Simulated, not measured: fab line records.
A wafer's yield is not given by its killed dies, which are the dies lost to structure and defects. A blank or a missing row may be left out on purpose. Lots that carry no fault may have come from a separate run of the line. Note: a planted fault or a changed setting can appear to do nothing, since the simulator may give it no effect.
Which tool was responsible?	flow gf180mcu	7 lots, 21 wafers sampled, at 2 steps of a route of 602

== WHAT THE GAUGES READ, wafer by wafer ==
GF_V4_BOW_MEAS_05.
lot	measured	on	V4_BOW (um)
L506	day 24 10:21	filmMetro-02	132 125 117
L510	day 26 12:13	filmMetro-03	133 133 141
L515	day 28 08:52	filmMetro-01	127 121 131
L518	day 28 18:26	filmMetro-03	129 117 123
L517	day 29 03:46	filmMetro-02	135 135 144
L521	day 29 17:32	filmMetro-02	135 131 129
L524	day 30 08:46	filmMetro-01	139 115 130

== EACH LOT AND THE TOOL THAT RAN IT (in order: tool; ch and the chambers of the sampled wafers; start) ==
lot	GF_V4_CVD_02
L506	pecvd-03 ch 1,2, day 24 09:55
L510	pecvd-02 ch 0,1, day 26 11:46
L515	pecvd-02 ch 0,1,2, day 28 08:26
L518	pecvd-03 ch 1,2, day 28 18:00
L517	pecvd-01 ch 0,1,2, day 29 03:20
L521	pecvd-01 ch 0,1,2, day 29 17:06
L524	pecvd-01 ch 1,2, day 30 08:19
- GF_V4_CVD_02: deposits SiO2 from TEOS, target thk 850 nm, time 94.851 s.

== THE ANSWER, worked out from the rows above alone ==
Rule: the lots themselves supply what counts as usual. The widest of any qualifying gaps counts: lots, ordered by their means at a reading, are off when they make up no more than a third of the lots, leave a main group of 4 or more, and stand apart from it by 3 or more times the standard deviation of that group's means. A main group is skipped when, at the precision printed for the reading in the tables above, its means are all equal. A lot without any number at a reading at which 4 lots or more have one is off too. The other lots that the step has rows for count as sound.
Nothing can be told from this: no lot is off at any reading shown.

== WHAT THE SIMULATOR PUT IN ==
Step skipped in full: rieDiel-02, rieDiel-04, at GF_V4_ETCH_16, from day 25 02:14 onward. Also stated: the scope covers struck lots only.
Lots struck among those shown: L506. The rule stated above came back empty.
